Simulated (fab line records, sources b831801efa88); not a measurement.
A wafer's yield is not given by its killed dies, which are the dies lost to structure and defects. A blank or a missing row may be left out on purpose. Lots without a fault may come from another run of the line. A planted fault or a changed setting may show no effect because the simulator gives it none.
Which of the tools did it? :: flow sky130 :: 13 lots with 39 wafers sampled at 5 steps, on a route of 708 steps

WHAT THE GAUGES SHOWED, per wafer
SKY_NWELL_RS_MEAS_31: measures by four-point-probe. Usual: PWDE_RS 5268 ohm/sq, standard deviation 18.
lot: L141
measured: day 5 08:11
on: film-metro-03
PWDE_RS (ohm/sq): 5268 5260 5264
flag: 

lot: L142
measured: day 5 12:49
on: film-metro-02
PWDE_RS (ohm/sq): 5250 5267 5265
flag: 

lot: L144
measured: day 6 03:26
on: film-metro-04
PWDE_RS (ohm/sq): 5272 5251 5266
flag: 

lot: L145
measured: day 6 10:37
on: film-metro-04
PWDE_RS (ohm/sq): 5261 5246 5256
flag: 

lot: L147
measured: day 6 18:17
on: film-metro-04
PWDE_RS (ohm/sq): 5276 5283 5266
flag: 

lot: L149
measured: day 7 13:29
on: film-metro-04
PWDE_RS (ohm/sq): 5274 5242 5254
flag: 

lot: L151
measured: day 7 19:18
on: film-metro-03
PWDE_RS (ohm/sq): 5277 5261 5252
flag: 

lot: L153
measured: day 8 10:40
on: film-metro-03
PWDE_RS (ohm/sq): 5412 5414 5383
flag: OFF

lot: L156
measured: day 9 03:29
on: film-metro-04
PWDE_RS (ohm/sq): 5269 5277 5272
flag: 

lot: L158
measured: day 9 17:01
on: film-metro-04
PWDE_RS (ohm/sq): 5404 5392 5388
flag: OFF

lot: L161
measured: day 10 10:47
on: film-metro-04
PWDE_RS (ohm/sq): 5257 5272 5252
flag: 

lot: L162
measured: day 10 16:40
on: film-metro-03
PWDE_RS (ohm/sq): 5260 5252 5267
flag: 

lot: L164
measured: day 11 01:47
on: film-metro-04
PWDE_RS (ohm/sq): 5284 5259 5280
flag: 

SKY_VT_ADJUST_HVTR_CD_MEAS_07: the cd target is 380 nm. Usual: cd-nm 380.2 nm, standard deviation 2.3.
lot: L141
measured: day 9 09:24
on: cd-sem-01
cd-nm (nm): 378.0 376.5 377.6
flag: 

lot: L142
measured: day 9 15:50
on: cd-sem-02
cd-nm (nm): 381.0 382.7 383.7
flag: 

lot: L144
measured: day 10 10:20
on: cd-sem-01
cd-nm (nm): 380.3 378.3 381.1
flag: 

lot: L145
measured: day 10 17:11
on: cd-sem-02
cd-nm (nm): 381.9 381.8 381.1
flag: 

lot: L147
measured: day 11 03:14
on: cd-sem-02
cd-nm (nm): 377.6 377.7 378.5
flag: 

lot: L149
measured: day 12 01:17
on: cd-sem-02
cd-nm (nm): 382.4 381.8 381.3
flag: 

lot: L151
measured: day 12 08:34
on: cd-sem-01
cd-nm (nm): 376.0 380.0 378.8
flag: 

lot: L153
measured: day 13 05:46
on: cd-sem-02
cd-nm (nm): 377.9 378.4 381.0
flag: 

lot: L156
measured: day 14 01:26
on: cd-sem-02
cd-nm (nm): 382.5 382.8 384.5
flag: 

lot: L158
measured: day 14 18:11
on: cd-sem-02
cd-nm (nm): 378.7 378.1 381.7
flag: 

lot: L161
measured: day 15 16:48
on: cd-sem-01
cd-nm (nm): 380.7 377.9 379.4
flag: 

lot: L162
measured: day 15 22:38
on: cd-sem-02
cd-nm (nm): 381.0 384.7 380.2
flag: 

lot: L164
measured: day 16 10:33
on: cd-sem-02
cd-nm (nm): 381.6 378.1 379.1
flag: 

SKY_VT_ADJUST_HVTR_OVL_MEAS_08. Usual: VT_ADJUST_HVTR_OVL 0.3 nm, standard deviation 1.5.
lot: L141
measured: day 9 09:31
on: overlay-02
VT_ADJUST_HVTR_OVL (nm): -2.1 -2.2 -0.4
flag: 

lot: L142
measured: day 9 15:57
on: overlay-02
VT_ADJUST_HVTR_OVL (nm): 1.6 0.7 0.4
flag: 

lot: L144
measured: day 10 10:25
on: overlay-01
VT_ADJUST_HVTR_OVL (nm): 0.7 0.8 -0.7
flag: 

lot: L145
measured: day 10 17:19
on: overlay-01
VT_ADJUST_HVTR_OVL (nm): 1.8 1.1 0.2
flag: 

lot: L147
measured: day 11 03:21
on: overlay-02
VT_ADJUST_HVTR_OVL (nm): -1.4 -0.5 -1.1
flag: 

lot: L149
measured: day 12 01:25
on: overlay-01
VT_ADJUST_HVTR_OVL (nm): 1.5 1.6 0.1
flag: 

lot: L151
measured: day 12 08:38
on: overlay-01
VT_ADJUST_HVTR_OVL (nm): 0.1 1.4 1.5
flag: 

lot: L153
measured: day 13 05:52
on: overlay-02
VT_ADJUST_HVTR_OVL (nm): -0.9 0.0 0.4
flag: 

lot: L156
measured: day 14 01:34
on: overlay-02
VT_ADJUST_HVTR_OVL (nm): -0.3 -1.8 -0.2
flag: 

lot: L158
measured: day 14 18:19
on: overlay-01
VT_ADJUST_HVTR_OVL (nm): -1.0 -1.3 -1.2
flag: 

lot: L161
measured: day 15 16:53
on: overlay-02
VT_ADJUST_HVTR_OVL (nm): 1.1 0.2 -0.2
flag: 

lot: L162
measured: day 15 22:44
on: overlay-01
VT_ADJUST_HVTR_OVL (nm): 3.4 1.3 1.9
flag: 

lot: L164
measured: day 16 10:39
on: overlay-01
VT_ADJUST_HVTR_OVL (nm): 0.3 -1.5 0.0
flag: 

SKY_SONOS_ONO_THK_MEAS_03. Usual: SONOS_ONO_CVD_02_THK 10.51 nm, standard deviation 0.11.
lot: L141
measured: day 11 12:04
on: film-metro-04
SONOS_ONO_CVD_02_THK (nm): 10.41 10.36 10.47
flag: 

lot: L142
measured: day 11 18:08
on: film-metro-03
SONOS_ONO_CVD_02_THK (nm): 10.26 10.28 10.37
flag: 

lot: L144
measured: day 12 15:14
on: film-metro-03
SONOS_ONO_CVD_02_THK (nm): 10.56 10.54 10.51
flag: 

lot: L145
measured: day 12 21:31
on: film-metro-01
SONOS_ONO_CVD_02_THK (nm): 10.44 10.32 10.51
flag: 

lot: L147
measured: day 13 08:16
on: film-metro-04
SONOS_ONO_CVD_02_THK (nm): 10.50 10.57 10.54
flag: 

lot: L149
measured: day 14 08:53
on: film-metro-03
SONOS_ONO_CVD_02_THK (nm): 10.47 10.58 10.56
flag: 

lot: L151
measured: day 14 16:27
on: film-metro-04
SONOS_ONO_CVD_02_THK (nm): 10.64 10.66 10.73
flag: 

lot: L153
measured: day 15 17:09
on: film-metro-01
SONOS_ONO_CVD_02_THK (nm): 10.60 10.54 10.55
flag: 

lot: L156
measured: day 16 12:16
on: film-metro-01
SONOS_ONO_CVD_02_THK (nm): 10.69 10.67 10.65
flag: 

lot: L158
measured: day 17 08:00
on: film-metro-01
SONOS_ONO_CVD_02_THK (nm): 10.47 10.50 10.59
flag: 

lot: L161
measured: day 18 07:28
on: film-metro-04
SONOS_ONO_CVD_02_THK (nm): 10.55 10.58 10.47
flag: 

lot: L162
measured: day 18 12:35
on: film-metro-04
SONOS_ONO_CVD_02_THK (nm): 10.48 10.62 10.50
flag: 

lot: L164
measured: day 19 00:46
on: film-metro-01
SONOS_ONO_CVD_02_THK (nm): 10.31 10.33 10.33
flag: 

WHICH TOOL RAN EACH LOT (tool, then ch and the chambers of the sampled wafers, then the start)
lot: L141
SKY_PWDE_IMPLANT_08: implanter-01 ch 0, day 3 21:15

lot: L142
SKY_PWDE_IMPLANT_08: implanter-04 ch 0, day 4 00:45

lot: L144
SKY_PWDE_IMPLANT_08: implanter-04 ch 0, day 4 15:21

lot: L145
SKY_PWDE_IMPLANT_08: implanter-04 ch 0, day 4 20:58

lot: L147
SKY_PWDE_IMPLANT_08: implanter-03 ch 0, day 5 04:01

lot: L149
SKY_PWDE_IMPLANT_08: implanter-01 ch 0, day 5 21:33

lot: L151
SKY_PWDE_IMPLANT_08: implanter-04 ch 0, day 6 02:50

lot: L153
SKY_PWDE_IMPLANT_08: implanter-04 ch 0, day 6 17:10

lot: L156
SKY_PWDE_IMPLANT_08: implanter-03 ch 0, day 7 09:55

lot: L158
SKY_PWDE_IMPLANT_08: implanter-04 ch 0, day 7 20:40

lot: L161
SKY_PWDE_IMPLANT_08: implanter-03 ch 0, day 8 14:18

lot: L162
SKY_PWDE_IMPLANT_08: implanter-03 ch 0, day 8 19:55

lot: L164
SKY_PWDE_IMPLANT_08: implanter-03 ch 0, day 9 03:35
- SKY_PWDE_IMPLANT_08

AS READ BY THE TOOLS THEMSELVES (means over the sampled wafers that have a number; for cases with no such wafer, the mark the record gives instead)
SKY_PWDE_IMPLANT_08. Usual: dose-ions-cm2 3.6e+12, standard deviation 3.7e+09.
lot: L141
tool: implanter-01
dose-ions-cm2: 3.6e+12
flag: 

lot: L142
tool: implanter-04
dose-ions-cm2: 3.6e+12
flag: 

lot: L144
tool: implanter-04
dose-ions-cm2: 3.6e+12
flag: 

lot: L145
tool: implanter-04
dose-ions-cm2: 3.6e+12
flag: 

lot: L147
tool: implanter-03
dose-ions-cm2: 3.6e+12
flag: 

lot: L149
tool: implanter-01
dose-ions-cm2: 3.6e+12
flag: 

lot: L151
tool: implanter-04
dose-ions-cm2: 3.6e+12
flag: 

lot: L153
tool: implanter-04
dose-ions-cm2: 3.5e+12
flag: OFF

lot: L156
tool: implanter-03
dose-ions-cm2: 3.6e+12
flag: 

lot: L158
tool: implanter-04
dose-ions-cm2: 3.5e+12
flag: OFF

lot: L161
tool: implanter-03
dose-ions-cm2: 3.6e+12
flag: 

lot: L162
tool: implanter-03
dose-ions-cm2: 3.6e+12
flag: 

lot: L164
tool: implanter-03
dose-ions-cm2: 3.6e+12
flag: 

THE ANSWER, worked out from the rows above alone
Rule: a lot is off if the mean of its wafers that have a number lies more than 3 standard deviations from the usual mean. Also off: a lot with no number at a reading for which 4 or more lots have one. All remaining lots with rows at the step are treated as sound. First the gauges in route order, then the tools' own readings, where a lot's mean is used as printed above. At the first step where some lot is off, the reading lying furthest off is the one used; lots without a number count as furthest.
Off: L153, L158, at SKY_NWELL_RS_MEAS_31 (PWDE_RS).
If a tool, at a process step before that reading, ran all the lots that are off and no sound lot after the first of them, it fits. Not tried: the gauges at SKY_NWELL_RS_MEAS_31; whatever is off there is also off at SKY_PWDE_IMPLANT_08, on other tools, and gauge error can't account for it. One fits: implanter-04 at SKY_PWDE_IMPLANT_08. A fault onset in the window from L151 (day 6 02:50, its last sound lot) to L153 (day 6 17:10, its first lot off) fits.
On the lots that are off, the tool's own readings at SKY_PWDE_IMPLANT_08 differ by more than 5 times the standard deviation of the sound lots' means, which bears it out; dose-ions-cm2 reads 3.5e+12 there versus 3.6e+12 on the sound lots.

WHAT THE SIMULATOR PUT IN
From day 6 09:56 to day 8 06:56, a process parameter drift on implanter-04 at SKY_PWDE_IMPLANT_08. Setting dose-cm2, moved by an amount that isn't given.
Shown lots that were struck: L153, L158. The rule above found the same.
